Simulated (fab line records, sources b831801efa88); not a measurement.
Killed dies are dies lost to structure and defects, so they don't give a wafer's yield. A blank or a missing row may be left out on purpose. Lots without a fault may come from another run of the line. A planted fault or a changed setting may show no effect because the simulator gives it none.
fab line records | flow sky130
record lots=6 wafers=18 last_day=49
route steps=708 shown VT_ADJUST_LVTN@116 VT_ADJUST_NCORE@119 VT_ADJUST_HVTR@131 VT_ADJUST_PCH@143 SONOS_TUNNEL@154 PAD_OPEN@708
lots that met no fault: from a run of the same line without faults
start_h: hours from the record's first day to the start of the lot's first wafer shown | wait_h: hours since the lot's step before | " the same as in the row above | L1.1+2: a row that stands for several wafers | - no value, or no start given | * or withheld: withheld | < > ~ a bound
route shown NAME@n: a module of which the file shows steps, and the number in the route of the first | usual: mean/standard deviation of fault-free wafers | same: alike in all rows | chamber/n: place in a boat | sites: the reading at each site | _std_site: their standard deviation | _edge_site: outer sites' mean less inner sites' | radius_mm: how far each site lies from the wafer's centre | mask NAME#n: copy n | behind: the tool/chamber that last shaped the wafer | hold: why the lot was held/for how many hours/how that ended | device: the transistor (n, p or np) that didn't switch | end of line: the same wafers' tests at the end of the route | a step without rows: its recipe alone | killed: dies lost to structure and defects at the first sort, not the wafer's yield | map: a wafer's dies, x killed, . not, _ none there
set.NAME: the setting as run; set.NAME@STEP: as run at that earlier step | model.NAME: the simulator's own value behind a step, which no gauge read
lots at some steps of the route; a table a step, a row a wafer
services: from which hour (start_h, from the record's first day; less than 0 if before it) a tool's chamber was out of use, for how many hours, and why
## steps
# step SKY_VT_ADJUST_LVTN_IMPLANT_19
# recipe species=B energy_kev=30 dose_cm2=6.5e+11 tilt_deg=withheld
# step SKY_VT_ADJUST_LVTN_STRIP_20
# recipe chemistry=O2/N2 power_w=1400 pressure_mtorr=1500 platen_temp_c=withheld o2_flow_sccm=3000 n2_flow_sccm=300 overash_fraction=0.5
# usual drypump_motor_current_A=5.7/0.33 oes_product_au=0.716/0.0046 strip_time_to_endpoint_s=14.20/0.042
# columns lot.wafer tool chamber start_h wait_h drypump_motor_current_A oes_product_au rf_hours_counter_h strip_time_to_endpoint_s
L204.4 plasma_asher-01 0 167.88 0.1 5.9 0.714 - 14.29
L204.5 " 0 " " 5.9 0.719 - 14.26
L204.6 " 1 " " 5.8 0.715 - 14.25
L208.1 plasma_asher-04 1 189.58 0.1 5.0 0.719 52 14.25
L208.2 " 0 " " 5.7 0.725 52 14.30
L208.4 " 1 " " 5.0 0.713 - 14.24
L210.3 plasma_asher-03 0 205.97 0.1 6.0 0.722 - 14.16
L210.5 " 1 " " 5.9 0.711 - 14.20
L210.6 " 0 " " 6.0 0.717 - 14.18
L219.1 plasma_asher-03 0 263.08 0.1 6.0 0.714 58 14.20
L219.2 " 1 " " 5.9 0.714 58 14.18
L219.3 " 0 " " 6.0 0.719 - 14.22
L220.2 plasma_asher-03 0 271.83 0.1 6.0 0.713 59 14.18
L220.4 " 0 " " 6.0 0.725 - 14.20
L220.5 " 0 " " 6.0 0.713 - 14.17
L221.2 plasma_asher-03 0 277.93 0.1 5.9 0.720 60 14.22
L221.5 " 0 " " 6.0 0.723 - 14.24
L221.6 " 1 " " 5.9 0.717 - 14.23
# step SKY_VT_ADJUST_LVTN_TW_MEAS_21
# usual VT_ADJUST_LVTN_2_TW=186.8/1.9
# columns lot.wafer tool chamber start_h wait_h VT_ADJUST_LVTN_2_TW
L204.4 film_metro-04 - 167.97 0.1 188.2
L204.5 " - " " 190.0
L204.6 " - " " 189.3
L208.1 film_metro-04 - 189.68 0.1 188.8
L208.2 " - " " 188.6
L208.4 " - " " 188.9
L210.3 film_metro-01 - 206.05 0.1 187.9
L210.5 " - " " 186.8
L210.6 " - " " 188.4
L219.1 film_metro-02 - 263.18 0.1 183.7
L219.2 " - " " 185.3
L219.3 " - " " 183.8
L220.2 film_metro-04 - 271.94 0.1 188.3
L220.4 " - " " 188.9
L220.5 " - " " 188.5
L221.2 film_metro-02 - 278.04 0.1 184.8
L221.5 " - " " 184.0
L221.6 " - " " 184.0
# step SKY_VT_ADJUST_NCORE_DEHYDRATE_00
# recipe temp_c=200 time_s=60
# step SKY_VT_ADJUST_NCORE_HMDS_01
# recipe prime_time_s=60 prime_temp_c=120
# step SKY_VT_ADJUST_NCORE_COAT_02
# recipe resist=NOVOLAK spin_rpm=3000 resist_thk_nm=1140
# step SKY_VT_ADJUST_NCORE_SOFTBAKE_03
# recipe temp_c=90 time_s=60 resist=NOVOLAK
# step SKY_VT_ADJUST_NCORE_EXPOSE_04
# recipe mask_id=LVTN_COMPLEMENT_THIN na=0.6 source_shape=conventional sigma_outer=0.6 polarization=unpolarized target_cd_nm=380 dose_mj=139
# step SKY_VT_ADJUST_NCORE_PEB_05
# recipe temp_c=withheld time_s=* resist=NOVOLAK
# step SKY_VT_ADJUST_NCORE_DEVELOP_06
# recipe resist=NOVOLAK developer=TMAH develop_time_s=60 dev_temp_c=23
# step SKY_VT_ADJUST_NCORE_CD_MEAS_07
# recipe target_cd_nm=380
# usual cd_nm=380.4/2.7
# columns lot.wafer tool chamber start_h wait_h cd_nm
L204.4 cd_sem-02 - 188.73 0.1 382.7
L204.5 " - " " 382.1
L204.6 " - " " 380.9
L208.1 cd_sem-01 - 211.22 0.1 379.7
L208.2 " - " " 380.1
L208.4 " - " " 382.4
L210.3 cd_sem-02 - 228.31 0.1 380.9
L210.5 " - " " 379.9
L210.6 " - " " 380.9
L219.1 cd_sem-02 - 287.80 0.1 384.1
L219.2 " - " " 383.4
L219.3 " - " " 383.9
L220.2 cd_sem-01 - 297.12 0.1 377.8
L220.4 " - " " 376.8
L220.5 " - " " 375.6
L221.2 cd_sem-02 - 302.97 0.1 375.4
L221.5 " - " " 376.8
L221.6 " - " " 375.5
# step SKY_VT_ADJUST_NCORE_OVL_MEAS_08
# usual VT_ADJUST_NCORE_OVL=-0.2/1.3
# columns lot.wafer tool chamber start_h wait_h VT_ADJUST_NCORE_OVL[nm]
L204.4 overlay-01 - 188.81 0.1 0.4
L204.5 " - " " -0.2
L204.6 " - " " -2.4
L208.1 overlay-01 - 211.34 0.1 0.4
L208.2 " - " " 2.9
L208.4 " - " " -1.8
L210.3 overlay-02 - 228.41 0.1 -2.2
L210.5 " - " " -1.9
L210.6 " - " " 0.2
L219.1 overlay-01 - 287.92 0.1 1.1
L219.2 " - " " 0.2
L219.3 " - " " 0.7
L220.2 overlay-02 - 297.22 0.1 -1.9
L220.4 " - " " -2.0
L220.5 " - " " -0.9
L221.2 overlay-02 - 303.08 0.1 -0.3
L221.5 " - " " -0.8
L221.6 " - " " -0.8
# step SKY_VT_ADJUST_NCORE_IMPLANT_09
# recipe species=B energy_kev=10 dose_cm2=2.4e+12 tilt_deg=withheld
# usual dose_ions_cm2=2.3992e+12/2.5e+09
# columns lot.wafer tool chamber start_h wait_h dose_ions_cm2
L204.4 implanter-02 0 188.90 0.1 2.4014e+12
L204.5 " 0 " " 2.3998e+12
L204.6 " 0 " " 2.3979e+12
L208.1 implanter-03 0 211.38 0.0 2.4011e+12
L208.2 " 0 " " 2.3982e+12
L208.4 " 0 " " 2.3988e+12
L210.3 implanter-01 0 228.48 0.1 2.4062e+12
L210.5 " 0 " " 2.3956e+12
L210.6 " 0 " " 2.4017e+12
L219.1 implanter-02 0 287.96 0.0 2.398e+12
L219.2 " 0 " " 2.3972e+12
L219.3 " 0 " " 2.3995e+12
L220.2 implanter-02 0 297.28 0.0 2.4002e+12
L220.4 " 0 " " 2.4038e+12
L220.5 " 0 " " 2.4013e+12
L221.2 implanter-01 0 303.13 0.0 2.401e+12
L221.5 " 0 " " 2.4029e+12
L221.6 " 0 " " 2.4035e+12
# step SKY_VT_ADJUST_NCORE_STRIP_10
# recipe chemistry=O2/N2 power_w=1400 pressure_mtorr=1500 platen_temp_c=withheld o2_flow_sccm=3000 n2_flow_sccm=300 overash_fraction=0.5
# usual drypump_motor_current_A=5.8/0.32 oes_product_au=0.716/0.0048 strip_time_to_endpoint_s=14.20/0.038
# columns lot.wafer tool chamber start_h wait_h drypump_motor_current_A oes_product_au rf_hours_counter_h strip_time_to_endpoint_s
L204.4 plasma_asher-02 0 189.01 0.1 6.1 0.711 - 14.22
L204.5 " 1 " " 5.7 0.723 - 14.27
L204.6 " 0 " " 6.0 0.718 - 14.20
L208.1 plasma_asher-03 0 211.53 0.1 6.0 0.720 53 14.18
L208.2 " 1 " " 5.9 0.712 53 14.17
L208.4 " 1 " " 5.8 0.715 - 14.19
L210.3 plasma_asher-04 1 228.61 0.1 5.0 0.713 - 14.22
L210.5 " 0 " " 5.8 0.716 - 14.21
L210.6 " 1 " " 5.0 0.717 - 14.21
L219.1 plasma_asher-02 0 288.11 0.1 6.1 0.721 43 14.21
L219.2 " 1 " " 5.7 0.714 43 14.21
L219.3 " 1 " " 5.7 0.712 - 14.15
L220.2 plasma_asher-02 0 297.40 0.1 6.0 0.714 44 14.20
L220.4 " 1 " " 5.7 0.718 - 14.21
L220.5 " 1 " " 5.7 0.723 - 14.22
L221.2 plasma_asher-02 1 303.26 0.1 5.7 0.725 45 14.28
L221.5 " 0 " " 6.1 0.715 - 14.28
L221.6 " 1 " " 5.7 0.715 - 14.28
# step SKY_VT_ADJUST_NCORE_TW_MEAS_11
# usual VT_ADJUST_NCORE_TW=217.1/2.5
# columns lot.wafer tool chamber start_h wait_h VT_ADJUST_NCORE_TW
L204.4 film_metro-03 - 189.11 0.1 220.3
L204.5 " - " " 220.4
L204.6 " - " " 219.2
L208.1 film_metro-03 - 211.63 0.1 220.6
L208.2 " - " " 219.6
L208.4 " - " " 218.5
L210.3 film_metro-02 - 228.70 0.1 214.7
L210.5 " - " " 215.8
L210.6 " - " " 215.4
L219.1 film_metro-03 - 288.21 0.1 220.4
L219.2 " - " " 220.1
L219.3 " - " " 219.3
L220.2 film_metro-02 - 297.51 0.1 213.1
L220.4 " - " " 214.6
L220.5 " - " " 212.8
L221.2 film_metro-03 - 303.37 0.1 220.2
L221.5 " - " " 220.3
L221.6 " - " " 221.6
# step SKY_VT_ADJUST_HVTR_DEHYDRATE_00
# recipe temp_c=200 time_s=60
# step SKY_VT_ADJUST_HVTR_HMDS_01
# recipe prime_time_s=60 prime_temp_c=120
# step SKY_VT_ADJUST_HVTR_COAT_02
# recipe resist=NOVOLAK spin_rpm=3000 resist_thk_nm=1140
# step SKY_VT_ADJUST_HVTR_SOFTBAKE_03
# recipe temp_c=90 time_s=60 resist=NOVOLAK
# step SKY_VT_ADJUST_HVTR_EXPOSE_04
# recipe mask_id=HVTRM target_cd_nm=380 na=0.6 source_shape=conventional sigma_outer=0.6 dose_mj=150
# step SKY_VT_ADJUST_HVTR_PEB_05
# recipe temp_c=withheld time_s=* resist=NOVOLAK
# step SKY_VT_ADJUST_HVTR_DEVELOP_06
# recipe develop_time_s=60 dev_temp_c=23
# step SKY_VT_ADJUST_HVTR_CD_MEAS_07
# recipe target_cd_nm=380
# usual cd_nm=379.5/2.3
# columns lot.wafer tool chamber start_h wait_h cd_nm
L204.4 cd_sem-01 - 210.71 0.1 378.0
L204.5 " - " " 380.1
L204.6 " - " " 376.5
L208.1 cd_sem-02 - 234.00 0.1 381.7
L208.2 " - " " 380.9
L208.4 " - " " 383.5
L210.3 cd_sem-01 - 251.59 0.1 379.2
L210.5 " - " " 380.7
L210.6 " - " " 379.6
L219.1 cd_sem-01 - 312.95 0.1 377.3
L219.2 " - " " 380.8
L219.3 " - " " 379.6
L220.2 cd_sem-02 - 322.97 0.1 377.8
L220.4 " - " " 378.7
L220.5 " - " " 377.9
L221.2 cd_sem-02 - 329.59 0.2 382.0
L221.5 " - " " 383.3
L221.6 " - " " 378.0
# step SKY_VT_ADJUST_HVTR_OVL_MEAS_08
# usual VT_ADJUST_HVTR_OVL=0.2/1.3
# columns lot.wafer tool chamber start_h wait_h VT_ADJUST_HVTR_OVL[nm]
L204.4 overlay-02 - 210.79 0.1 0.3
L204.5 " - " " 1.0
L204.6 " - " " -0.2
L208.1 overlay-02 - 234.12 0.1 -1.8
L208.2 " - " " -2.4
L208.4 " - " " -2.2
L210.3 overlay-02 - 251.68 0.1 0.4
L210.5 " - " " -0.7
L210.6 " - " " -2.1
L219.1 overlay-02 - 313.07 0.1 0.6
L219.2 " - " " -0.9
L219.3 " - " " -1.4
L220.2 overlay-01 - 323.08 0.1 0.9
L220.4 " - " " 0.9
L220.5 " - " " 0.1
L221.2 overlay-02 - 329.69 0.1 1.0
L221.5 " - " " 0.9
L221.6 " - " " 0.6
# step SKY_VT_ADJUST_HVTR_IMPLANT_09
# recipe species=B energy_kev=10 dose_cm2=2.1e+12 tilt_deg=withheld
# step SKY_VT_ADJUST_HVTR_STRIP_10
# recipe chemistry=O2/N2 power_w=1400 pressure_mtorr=1500 platen_temp_c=withheld o2_flow_sccm=3000 n2_flow_sccm=300 overash_fraction=0.5
# usual drypump_motor_current_A=5.7/0.32 oes_product_au=0.716/0.0045 strip_time_to_endpoint_s=14.20/0.04
# columns lot.wafer tool chamber start_h wait_h drypump_motor_current_A oes_product_au rf_hours_counter_h strip_time_to_endpoint_s
L204.4 plasma_asher-01 0 210.99 0.1 5.9 0.716 - 14.20
L204.5 " 1 " " 5.8 0.719 - 14.20
L204.6 " 0 " " 5.9 0.712 - 14.26
L208.1 plasma_asher-04 0 234.30 0.1 5.8 0.714 56 14.16
L208.2 " 1 " " 5.0 0.713 56 14.20
L208.4 " 0 " " 5.7 0.714 - 14.18
L210.3 plasma_asher-01 0 251.89 0.1 5.9 0.716 - 14.15
L210.5 " 0 " " 5.9 0.717 - 14.13
L210.6 " 1 " " 5.8 0.718 - 14.13
L219.1 plasma_asher-01 0 313.26 0.1 5.9 0.715 18 14.17
L219.2 " 1 " " 5.8 0.717 18 14.20
L219.3 " 0 " " 5.9 0.716 - 14.17
L220.2 plasma_asher-04 1 323.26 0.1 5.0 0.720 65 14.26
L220.4 " 0 " " 5.7 0.723 - 14.25
L220.5 " 1 " " 5.0 0.716 - 14.26
L221.2 plasma_asher-01 1 329.87 0.1 5.8 0.711 20 14.12
L221.5 " 1 " " 5.8 0.713 - 14.17
L221.6 " 0 " " 5.9 0.718 - 14.21
# step SKY_VT_ADJUST_HVTR_TW_MEAS_11
# usual VT_ADJUST_HVTR_TW=211.5/1.4
# columns lot.wafer tool chamber start_h wait_h VT_ADJUST_HVTR_TW
L204.4 film_metro-03 - 211.08 0.1 212.2
L204.5 " - " " 210.5
L204.6 " - " " 211.7
L208.1 film_metro-03 - 234.40 0.1 211.6
L208.2 " - " " 213.0
L208.4 " - " " 211.5
L210.3 film_metro-04 - 251.98 0.1 212.9
L210.5 " - " " 214.3
L210.6 " - " " 213.5
L219.1 film_metro-03 - 313.36 0.1 211.2
L219.2 " - " " 212.1
L219.3 " - " " 212.5
L220.2 film_metro-04 - 323.37 0.1 211.2
L220.4 " - " " 209.2
L220.5 " - " " 210.3
L221.2 film_metro-03 - 329.98 0.1 211.2
L221.5 " - " " 211.4
L221.6 " - " " 211.8
# step SKY_VT_ADJUST_PCH_DEHYDRATE_00
# recipe temp_c=200 time_s=60
# step SKY_VT_ADJUST_PCH_HMDS_01
# recipe prime_time_s=60 prime_temp_c=120
# step SKY_VT_ADJUST_PCH_COAT_02
# recipe spin_rpm=2000 resist_thk_nm=3000
# step SKY_VT_ADJUST_PCH_SOFTBAKE_03
# recipe temp_c=110 time_s=withheld
# step SKY_VT_ADJUST_PCH_EXPOSE_04
# recipe mask_id=NWM na=0.6 source_shape=conventional sigma_outer=0.6 polarization=unpolarized target_cd_nm=840 dose_mj=255
# step SKY_VT_ADJUST_PCH_PEB_05
# recipe temp_c=115 time_s=withheld
# step SKY_VT_ADJUST_PCH_DEVELOP_06
# recipe wall_angle_deg=90 developer=TMAH develop_time_s=60 dev_temp_c=23
# step SKY_VT_ADJUST_PCH_OVL_MEAS_07
# usual VT_ADJUST_PCH_OVL=1.2/1.5
# columns lot.wafer tool chamber start_h wait_h VT_ADJUST_PCH_OVL[nm]
L204.4 overlay-02 - 233.39 - 0.5
L204.5 " - " " 0.9
L204.6 " - " " -0.7
L208.1 overlay-01 - 258.35 - 1.1
L208.2 " - " " 3.5
L208.4 " - " " 0.8
L210.3 overlay-01 - 276.92 - 4.5
L210.5 " - " " 2.8
L210.6 " - " " 3.9
L219.1 overlay-01 - 339.61 - 1.0
L219.2 " - " " 3.3
L219.3 " - " " 1.8
L220.2 overlay-02 - 350.01 - 2.4
L220.4 " - " " 0.4
L220.5 " - " " 1.0
L221.2 overlay-01 - 356.98 - 2.4
L221.5 " - " " 2.6
L221.6 " - " " 1.3
# step SKY_VT_ADJUST_PCH_IMPLANT_08
# recipe species=B energy_kev=10 dose_cm2=5e+11 tilt_deg=withheld
# step SKY_VT_ADJUST_PCH_STRIP_09
# recipe chemistry=O2/N2 power_w=1400 pressure_mtorr=1500 platen_temp_c=withheld o2_flow_sccm=3000 n2_flow_sccm=300 overash_fraction=0.5
# usual drypump_motor_current_A=5.87/0.1 oes_product_au=0.723/0.0048 strip_time_to_endpoint_s=36.98/0.11
# columns lot.wafer tool chamber start_h wait_h drypump_motor_current_A oes_product_au rf_hours_counter_h strip_time_to_endpoint_s
L204.4 plasma_asher-01 0 233.59 0.1 5.89 0.719 - 36.80
L204.5 " 1 " " 5.81 0.738 - 36.92
L204.6 " 0 " " 5.87 0.718 - 36.81
L208.1 plasma_asher-01 0 258.54 0.1 5.84 0.725 12 36.97
L208.2 " 1 " " 5.79 0.718 12 36.96
L208.4 " 0 " " 5.85 0.721 - 37.01
L210.3 plasma_asher-03 1 277.20 0.1 5.88 0.721 - 37.18
L210.5 " 0 " " 5.98 0.721 - 37.05
L210.6 " 1 " " 5.85 0.727 - 37.09
L219.1 plasma_asher-02 1 339.79 0.1 5.70 0.721 48 37.01
L219.2 " 0 " " 6.03 0.711 48 36.96
L219.3 " 0 " " 6.05 0.723 - 37.00
L220.2 plasma_asher-01 1 350.19 0.1 5.81 0.725 22 36.87
L220.4 " 1 " " 5.82 0.717 - 36.88
L220.5 " 1 " " 5.82 0.725 - 36.98
L221.2 plasma_asher-03 0 357.16 0.1 5.97 0.720 67 36.84
L221.5 " 1 " " 5.87 0.721 - 36.81
L221.6 " 0 " " 5.95 0.721 - 36.83
# step SKY_VT_ADJUST_PCH_TW_MEAS_10
# usual VT_ADJUST_PCH_TW=143.2/0.65
# columns lot.wafer tool chamber start_h wait_h VT_ADJUST_PCH_TW
L204.4 film_metro-01 - 233.69 0.1 141.5
L204.5 " - " " 142.6
L204.6 " - " " 142.2
L208.1 film_metro-04 - 258.64 0.1 143.8
L208.2 " - " " 143.4
L208.4 " - " " 144.4
L210.3 film_metro-04 - 277.28 0.1 143.7
L210.5 " - " " 143.2
L210.6 " - " " 143.8
L219.1 film_metro-01 - 339.89 0.1 143.5
L219.2 " - " " 144.6
L219.3 " - " " 144.1
L220.2 film_metro-01 - 350.30 0.1 143.5
L220.4 " - " " 143.4
L220.5 " - " " 143.4
L221.2 film_metro-04 - 357.27 0.1 142.0
L221.5 " - " " 143.6
L221.6 " - " " 143.3
# step SKY_SONOS_TUNNEL_DEHYDRATE_00
# recipe temp_c=200 time_s=60
# step SKY_SONOS_TUNNEL_HMDS_01
# recipe prime_time_s=60 prime_temp_c=120
# step SKY_SONOS_TUNNEL_COAT_02
# recipe resist=NOVOLAK spin_rpm=3000 resist_thk_nm=1140
# step SKY_SONOS_TUNNEL_SOFTBAKE_03
# recipe temp_c=90 time_s=60 resist=NOVOLAK
# step SKY_PAD_OPEN_PROBE_99
# usual killed_at_M0_to_M3=41/6.2 killed_at_M4_up=3.0/1.7 killed_at_contacts=25/5.8 killed_at_front_end=16/4.5 killed_at_other=0.2/0.42 killed_dies=85/8.4 killed_open=46/5.9 killed_short=39/6.3
# same gross_dies=492 killed_at_back_side=0
# columns lot.wafer tool chamber start_h wait_h killed_at_M0_to_M3 killed_at_M4_up killed_at_contacts killed_at_front_end killed_at_other killed_dies killed_open killed_short model.etest.cap_ono.gate_bv_v model.etest.cap_thick_oxide.gate_bv_v model.etest.cap_thick_oxide.gate_log10_a_cm2 model.etest.diode_nwell_sub.leak_log10_a_cm2 model.etest.diode_dnwell_sub.leak_log10_a_cm2 model.etest.cap_thin_oxide.gate_log10_a_cm2 model.etest.diode_pwell_dnwell.leak_log10_a_cm2 model.etest.cap_thin_oxide.gate_bv_v
L204.4 prober-02 - 1083.34 0.2 38 4 22 19 0 83 45 38 16.45 15.17 -7.055 -7.501 -7.586 -6.586 -7.738 6.838
L204.5 prober-02 - 1083.39 0.2 50 6 18 16 0 90 49 41 16.84 15.81 -7.132 -7.429 -7.43 -7.172 -7.429 7.108
L204.6 prober-02 - 1083.44 0.2 43 6 23 20 1 93 48 45 16.89 16.03 -6.934 -7.312 -7.104 -6.923 -7.563 6.842
L208.1 prober-02 - 1104.27 0.1 44 8 27 13 0 92 47 45 16.94 15.34 -6.731 -7.427 -7.487 -7.008 -7.646 7.078
L208.2 prober-02 - 1104.32 0.1 45 3 25 11 0 84 53 31 16.57 15.47 -6.859 -7.48 -7.319 -6.767 -7.194 6.777
L208.4 prober-02 - 1104.42 0.2 37 4 30 5 0 76 40 36 16.5 15.17 -6.756 -7.252 -7.514 -7.02 -7.745 6.827
L210.3 prober-02 - 1120.15 0.2 42 4 25 17 0 88 41 47 16.24 15.46 -7.025 -7.402 -7.357 -6.255 -7.77 6.784
L210.5 prober-02 - 1120.25 0.2 45 4 31 16 1 97 57 40 16.12 15.57 -7.036 -7.367 -7.42 -6.542 -7.615 6.747
L210.6 prober-02 - 1120.30 0.2 35 3 28 9 2 77 38 39 16.83 15.25 -7.1 -7.245 -7.504 -6.349 -7.604 6.939
L219.1 prober-01 - 1165.92 0.1 44 5 24 10 0 83 49 34 7.679 11.19 -3.945 -5.853 -5.481 -5.817 -5.987 5.926
L219.2 prober-01 - 1165.97 0.1 36 4 22 16 0 78 42 36 7.53 11.12 -3.969 -5.756 -5.747 -5.764 -6.199 5.896
L219.3 prober-01 - 1166.02 0.2 52 1 24 15 0 92 46 46 7.544 11.03 -4.13 -5.681 -5.857 -6.009 -6.253 5.935
L220.2 prober-02 - 1172.11 0.1 37 4 31 10 0 82 51 31 7.54 11.42 -4.151 -6.06 -5.787 -5.71 -6.182 5.779
L220.4 prober-02 - 1172.21 0.2 42 2 18 14 0 76 39 37 7.388 11.59 -4.219 -5.926 -5.834 -5.945 -6.259 5.941
L220.5 prober-02 - 1172.26 0.2 42 5 22 16 0 85 49 35 7.589 11.28 -4.284 -5.65 -5.776 -5.814 -6.394 6.089
L221.2 prober-01 - 1177.38 0.1 46 0 26 14 0 86 46 40 16.61 15.85 -7.182 -7.251 -7.435 -6.915 -7.431 6.88
L221.5 prober-01 - 1177.53 0.2 49 3 31 13 0 96 57 39 16.61 15.8 -7.186 -7.067 -7.335 -7.182 -7.703 7.035
L221.6 prober-01 - 1177.58 0.2 53 3 30 12 1 99 56 43 16.58 15.96 -7.375 -6.957 -7.237 -7.198 -7.596 7.016
# killed by level:class
L204.4 VIA1:geometric_particle:open=7 VIA3:geometric_particle:open=7 VIA2:geometric_particle:open=6 CONTACT:geometric_particle:open=5 POLY_GATE:geometric_particle:open=5 POLY_GATE:geometric_particle:short=5 LOCAL_INTERCONNECT:geometric_particle:short=5 FIELD_ISO:geometric_particle:short=4
L204.5 VIA1:geometric_particle:open=13 VIA3:geometric_particle:open=11 METAL1:geometric_particle:short=8 CONTACT:geometric_particle:open=6 LOCAL_INTERCONNECT:geometric_particle:short=5 VIA2:geometric_particle:open=5 POLY_GATE:geometric_particle:short=4 LI_CONTACT:geometric_particle:open=4
L204.6 CONTACT:geometric_particle:open=13 VIA1:geometric_particle:open=11 POLY_GATE:geometric_particle:short=6 VIA1:geometric_particle:short=5 VIA3:geometric_particle:open=5 VIA2:geometric_particle:open=5 FIELD_ISO:geometric_particle:short=4 METAL3:geometric_particle:short=4
L208.1 CONTACT:geometric_particle:open=11 VIA1:geometric_particle:short=11 VIA1:geometric_particle:open=11 CONTACT:geometric_particle:short=8 VIA2:geometric_particle:open=7 METAL4:geometric_particle:short=6 FIELD_ISO:geometric_particle:open=3 FIELD_ISO:geometric_particle:short=3
L208.2 VIA1:geometric_particle:open=15 CONTACT:geometric_particle:open=10 VIA2:geometric_particle:open=8 LI_CONTACT:geometric_particle:open=7 METAL2:geometric_particle:short=5 CONTACT:geometric_particle:short=4 VIA1:geometric_particle:short=4 VIA3:geometric_particle:open=4
L208.4 LI_CONTACT:geometric_particle:open=10 VIA1:geometric_particle:open=10 CONTACT:geometric_particle:short=9 METAL1:geometric_particle:short=7 VIA2:geometric_particle:open=6 CONTACT:geometric_particle:open=5 VIA1:geometric_particle:short=5 LI_CONTACT:geometric_particle:short=4
L210.3 METAL1:geometric_particle:short=9 VIA3:geometric_particle:open=8 CONTACT:geometric_particle:open=7 LI_CONTACT:geometric_particle:open=6 FIELD_ISO:geometric_particle:open=5 LOCAL_INTERCONNECT:geometric_particle:short=5 CONTACT:geometric_particle:short=5 VIA1:geometric_particle:open=4
L210.5 LI_CONTACT:geometric_particle:open=12 VIA1:geometric_particle:open=10 CONTACT:geometric_particle:open=9 LOCAL_INTERCONNECT:geometric_particle:short=6 METAL1:geometric_particle:short=6 VIA3:geometric_particle:open=6 VIA2:geometric_particle:open=5 FIELD_ISO:geometric_particle:open=4
L210.6 VIA3:geometric_particle:open=9 CONTACT:geometric_particle:short=8 LI_CONTACT:geometric_particle:open=6 CONTACT:geometric_particle:open=6 VIA1:geometric_particle:open=6 LI_CONTACT:geometric_particle:short=5 METAL1:geometric_particle:short=5 VIA2:geometric_particle:short=5
L219.1 VIA1:geometric_particle:open=13 CONTACT:geometric_particle:open=8 CONTACT:geometric_particle:short=7 FIELD_ISO:geometric_particle:open=6 METAL3:geometric_particle:short=6 LI_CONTACT:geometric_particle:open=5 METAL1:geometric_particle:open=4 VIA2:geometric_particle:open=4
L219.2 VIA1:geometric_particle:open=10 METAL1:geometric_particle:short=9 LI_CONTACT:geometric_particle:open=8 VIA3:geometric_particle:open=6 FIELD_ISO:geometric_particle:open=5 CONTACT:geometric_particle:open=5 FIELD_ISO:geometric_particle:short=4 LI_CONTACT:geometric_particle:short=4
L219.3 VIA1:geometric_particle:open=14 CONTACT:geometric_particle:open=12 METAL1:geometric_particle:short=9 METAL2:geometric_particle:short=6 VIA2:geometric_particle:short=6 POLY_GATE:geometric_particle:short=5 CONTACT:geometric_particle:short=5 VIA1:geometric_particle:short=5
L220.2 CONTACT:geometric_particle:open=13 VIA1:geometric_particle:open=10 LI_CONTACT:geometric_particle:open=7 VIA2:geometric_particle:open=5 VIA1:geometric_particle:short=5 VIA3:geometric_particle:open=5 LOCAL_INTERCONNECT:geometric_particle:short=4 CONTACT:geometric_particle:short=4
L220.4 VIA2:geometric_particle:open=10 CONTACT:geometric_particle:open=7 CONTACT:geometric_particle:short=5 VIA1:geometric_particle:short=5 VIA3:geometric_particle:short=5 VIA3:geometric_particle:open=5 POLY_GATE:geometric_particle:short=4 VIA1:geometric_particle:open=4
L220.5 VIA1:geometric_particle:open=11 CONTACT:geometric_particle:open=7 METAL2:geometric_particle:short=7 LI_CONTACT:geometric_particle:open=6 FIELD_ISO:geometric_particle:open=5 VIA2:geometric_particle:open=5 POLY_GATE:geometric_particle:open=4 CONTACT:geometric_particle:short=4
L221.2 CONTACT:geometric_particle:open=12 VIA3:geometric_particle:open=9 VIA2:geometric_particle:open=9 CONTACT:geometric_particle:short=8 VIA3:geometric_particle:short=6 POLY_GATE:geometric_particle:open=5 LOCAL_INTERCONNECT:geometric_particle:short=5 VIA1:geometric_particle:open=5
L221.5 CONTACT:geometric_particle:open=11 VIA1:geometric_particle:open=9 METAL1:geometric_particle:short=8 VIA3:geometric_particle:open=8 VIA2:geometric_particle:open=7 LI_CONTACT:geometric_particle:open=6 CONTACT:geometric_particle:short=6 METAL2:geometric_particle:open=5
L221.6 VIA3:geometric_particle:open=14 CONTACT:geometric_particle:open=12 VIA1:geometric_particle:open=8 METAL1:geometric_particle:short=7 CONTACT:geometric_particle:short=7 VIA2:geometric_particle:open=6 LI_CONTACT:geometric_particle:open=5 VIA2:geometric_particle:short=5
## services
# columns tool chamber start_h hours kind
plasma_asher-01 - 146.34 14.6 pm
implanter-01 - 151.16 2.9 repair
plasma_asher-01 - 163.35 1.4 repair
implanter-02 - 171.90 1.0 repair
plasma_asher-04 - 176.56 2.9 repair
implanter-02 - 179.34 0.9 repair
plasma_asher-04 - 224.98 0.9 repair
plasma_asher-02 - 248.44 1.8 repair
plasma_asher-02 - 248.92 3.6 repair
implanter-02 - 265.85 18.6 repair
implanter-03 - 273.62 3.8 repair
plasma_asher-02 - 292.92 0.7 repair
plasma_asher-03 - 295.31 8.8 repair
implanter-01 - 313.37 5.2 repair
implanter-02 - 314.17 0.5 repair
implanter-02 - 318.46 2.1 repair
plasma_asher-01 - 325.24 2.8 repair
plasma_asher-01 - 341.39 0.8 repair
implanter-02 - 346.43 6.3 repair
## key
first_sign none at tools or gauges
model_effect step=SKY_PAD_OPEN_PROBE_99 value=etest.cap_ono.gate_bv_v without=16.32 struck=7.545
met_at SKY_VT_ADJUST_NCORE_IMPLANT_09
struck_wafers L219.1,L219.2,L219.3,L220.2,L220.4,L220.5
tester_left_out L219,L220
onset_between 188.90 287.96
fault kind=metallic_contamination_source tool=implanter-02 chamber=- onset_h=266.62 steps=SKY_VT_ADJUST_NCORE_IMPLANT_09 rate_cm2_per_visit=8.022e+12 species=metal_fe_cm2
# tester_left_out: of these lots the tester's yield and bins aren't shown, on N5 and GAA mostly nor the transistor test; their killed dies are dies lost to structure and defects alone, not to doping, threshold or leakage, so they don't give the yield
